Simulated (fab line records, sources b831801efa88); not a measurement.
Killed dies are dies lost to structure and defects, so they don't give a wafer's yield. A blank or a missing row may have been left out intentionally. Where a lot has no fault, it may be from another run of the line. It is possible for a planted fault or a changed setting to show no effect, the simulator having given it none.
Which of the tools did it? + flow gf180mcu + 14 lots, 42 wafers sampled, at 4 steps of a route of 602

## WHAT THE GAUGES SHOWED, per wafer
GF_M1_THK_MEAS_06: measures by xrf.
| lot  | measured     | on            | M1_ALCU_THK (nm) |
|------|--------------|---------------|------------------|
| L631 | day 16 23:10 | film_metro-02 | 452 450 453      |
| L632 | day 17 07:06 | film_metro-02 | 462 458 451      |
| L633 | day 17 15:21 | film_metro-04 | 449 446 444      |
| L635 | day 18 10:20 | film_metro-02 | 456 456 446      |
| L637 | day 19 05:45 | film_metro-03 | 447 440 449      |
| L638 | day 19 10:08 | film_metro-03 | 445 446          |
| L639 | day 20 05:27 | film_metro-04 | 437 440          |
| L645 | day 22 07:04 | film_metro-04 | 450 454 453      |
| L646 | day 22 10:40 | film_metro-03 | 445 444 445      |
| L647 | day 22 19:57 | film_metro-02 | 446 449 454      |
| L648 | day 23 00:43 | film_metro-04 | 450 446 451      |
| L649 | day 23 07:57 | film_metro-02 | 445 449 453      |
| L650 | day 23 17:16 | film_metro-02 | 454 453 455      |
| L651 | day 23 23:01 | film_metro-03 | 455 456 458      |

## TOOL THAT RAN EACH LOT (tool first, then ch and the chambers of the sampled wafers, then the start)
| lot  | GF_CONTACT_ETCH_16                 | GF_CONTACT_CMP_27             | GF_M1_SPUTTER_00             |
|------|------------------------------------|-------------------------------|------------------------------|
| L631 | rie_diel-01 ch 1,2,3, day 16 21:41 | cmp-02 ch 0,1,2, day 16 22:32 | pvd_sputter-02, day 16 22:50 |
| L632 | rie_diel-04 ch 0,2,3, day 17 05:35 | cmp-02 ch 0,2, day 17 06:29   | pvd_sputter-01, day 17 06:44 |
| L633 | rie_diel-02 ch 0,1, day 17 13:50   | cmp-02 ch 0,2,3, day 17 14:41 | pvd_sputter-02, day 17 14:59 |
| L635 | rie_diel-04 ch 0,2,3, day 18 08:49 | cmp-01 ch 0,2,3, day 18 09:44 | pvd_sputter-01, day 18 09:59 |
| L637 | rie_diel-01 ch 0,2,3, day 19 04:11 | cmp-01 ch 1,2,3, day 19 05:13 | pvd_sputter-01, day 19 05:25 |
| L638 | rie_diel-04 ch 0,1,2, day 19 08:31 | cmp-01 ch 0,2,3, day 19 09:30 | pvd_sputter-02, day 19 09:48 |
| L639 | rie_diel-02 ch 0,1,3, day 20 03:58 | cmp-01 ch 0,1,3, day 20 04:53 | pvd_sputter-03, day 20 05:05 |
| L645 | rie_diel-02 ch 0,2,3, day 22 05:32 | cmp-02 ch 0,1, day 22 06:26   | pvd_sputter-02, day 22 06:41 |
| L646 | rie_diel-04 ch 1,2,3, day 22 09:10 | cmp-01 ch 0,1,3, day 22 10:09 | pvd_sputter-01, day 22 10:18 |
| L647 | rie_diel-04 ch 2,3, day 22 18:28   | cmp-01 ch 0,1, day 22 19:21   | pvd_sputter-03, day 22 19:36 |
| L648 | rie_diel-02 ch 0,1,2, day 22 23:14 | cmp-02 ch 0,1, day 23 00:05   | pvd_sputter-03, day 23 00:23 |
| L649 | rie_diel-01 ch 0,1,3, day 23 06:26 | cmp-01 ch 1,2,3, day 23 07:24 | pvd_sputter-03, day 23 07:36 |
| L650 | rie_diel-02 ch 1,2,3, day 23 15:47 | cmp-02 ch 1,2, day 23 16:37   | pvd_sputter-02, day 23 16:55 |
| L651 | rie_diel-04 ch 0,2, day 23 21:31   | cmp-02 ch 0,1,2, day 23 22:22 | pvd_sputter-02, day 23 22:40 |
- GF_CONTACT_ETCH_16: etches BARC in N2/H2.
- GF_CONTACT_CMP_27: polishes, stops on SiO2, t overpolish 15 s, target thk 0 nm.
- GF_M1_SPUTTER_00: material Ti, target thk 37.5 nm, time 150 s.

## AS READ BY THE TOOLS THEMSELVES (means over the sampled wafers that have a number; for cases with no such wafer, the mark the record gives instead)
GF_CONTACT_ETCH_16.
| lot  | tool        | drypump_motor_current_A (A) | oes_product_au (a.u.) | throttle_valve_pct (%) |
|------|-------------|-----------------------------|-----------------------|------------------------|
| L631 | rie_diel-01 | 5.6                         | 0.855                 | 13.229                 |
| L632 | rie_diel-04 | 6.0                         | 0.864                 | 13.218                 |
| L633 | rie_diel-02 | 6.0                         | 0.858                 | 13.219                 |
| L635 | rie_diel-04 | 6.0                         | 0.856                 | 13.228                 |
| L637 | rie_diel-01 | 5.7                         | 0.857                 | 13.238                 |
| L638 | rie_diel-04 | 6.0                         | 0.857                 | 13.222                 |
| L639 | rie_diel-02 | 5.9                         | 0.855                 | 13.223                 |
| L645 | rie_diel-02 | 6.0                         | 0.855                 | 13.214                 |
| L646 | rie_diel-04 | 5.9                         | 0.853                 | 13.231                 |
| L647 | rie_diel-04 | 6.0                         | 0.858                 | 13.229                 |
| L648 | rie_diel-02 | 6.1                         | 0.847                 | 13.228                 |
| L649 | rie_diel-01 | 5.7                         | 0.854                 | 13.227                 |
| L650 | rie_diel-02 | 6.1                         | 0.856                 | 13.234                 |
| L651 | rie_diel-04 | 6.1                         | 0.856                 | 13.226                 |

GF_CONTACT_CMP_27.
| lot  | tool   | head_pressure_psi (psi) | motor_current_A (A) | overpolish_run_s (s) | time_to_endpoint_s (s) |
|------|--------|-------------------------|---------------------|----------------------|------------------------|
| L631 | cmp-02 | 3.504                   | 12.9                | 14.995               | 73.6                   |
| L632 | cmp-02 | 3.502                   | 13.2                | 14.994               | 72.9                   |
| L633 | cmp-02 | 3.500                   | 13.4                | 14.999               | 72.7                   |
| L635 | cmp-01 | 3.499                   | 11.4                | 14.998               | 73.6                   |
| L637 | cmp-01 | 3.500                   | 10.5                | 15.001               | 76.1                   |
| L638 | cmp-01 | 2.986                   | 9.7                 | 10.013               | 89.3                   |
| L639 | cmp-01 | 2.992                   | 9.0                 | 10.011               | 88.2                   |
| L645 | cmp-02 | 3.494                   | 13.0                | 14.988               | 73.2                   |
| L646 | cmp-01 | 3.505                   | 10.1                | 15.003               | 73.8                   |
| L647 | cmp-01 | 3.505                   | 10.5                | 15.005               | 76.6                   |
| L648 | cmp-02 | 3.497                   | 12.8                | 15.005               | 75.7                   |
| L649 | cmp-01 | 3.496                   | 10.9                | 15.008               | 71.8                   |
| L650 | cmp-02 | 3.501                   | 12.2                | 14.999               | 78.3                   |
| L651 | cmp-02 | 3.504                   | 13.0                | 15.001               | 77.0                   |

GF_M1_SPUTTER_00.
| lot  | tool           | throttle_valve_pct (%) |
|------|----------------|------------------------|
| L631 | pvd_sputter-02 | 30.1                   |
| L632 | pvd_sputter-01 | 29.9                   |
| L633 | pvd_sputter-02 | 30.4                   |
| L635 | pvd_sputter-01 | 30.0                   |
| L637 | pvd_sputter-01 | 29.7                   |
| L638 | pvd_sputter-02 | 29.6                   |
| L639 | pvd_sputter-03 | 29.9                   |
| L645 | pvd_sputter-02 | 29.5                   |
| L646 | pvd_sputter-01 | 29.7                   |
| L647 | pvd_sputter-03 | 29.0                   |
| L648 | pvd_sputter-03 | 30.3                   |
| L649 | pvd_sputter-03 | 29.5                   |
| L650 | pvd_sputter-02 | 30.0                   |
| L651 | pvd_sputter-02 | 30.0                   |

## THE ANSWER, worked out from the rows above alone
Rule: what is usual is taken from the lots themselves. Put in order of their means at a reading, lots are off if they are a third of the lots or fewer, leave a main group of 4 or more, and stand apart from it by a gap of 3 or more times the standard deviation of the main group's means; of several such gaps the widest counts. If all means in a main group match to the digits the tables above print for the reading, that group is not used. A lot without any number at a reading at which 4 lots or more have one is off too. The other lots that the step has rows for count as sound. Order of review: gauges by route order, followed by the tools' own readings, for which a lot's mean as printed above is used. The first step at which some lot is off is used, and at that step the reading that is off furthest; a lot without a number counts as furthest.
Off: L638, L639 (GF_CONTACT_CMP_27, overpolish_run_s). The main group has a mean of 15.000 s with a standard deviation of 0.0053.
A tool fits if, at that step or a process step before it, it ran every lot that is off, and no sound lot after the first of them. Of those tried, none fits.

## WHAT HAD BEEN PUT IN BY THE SIMULATOR
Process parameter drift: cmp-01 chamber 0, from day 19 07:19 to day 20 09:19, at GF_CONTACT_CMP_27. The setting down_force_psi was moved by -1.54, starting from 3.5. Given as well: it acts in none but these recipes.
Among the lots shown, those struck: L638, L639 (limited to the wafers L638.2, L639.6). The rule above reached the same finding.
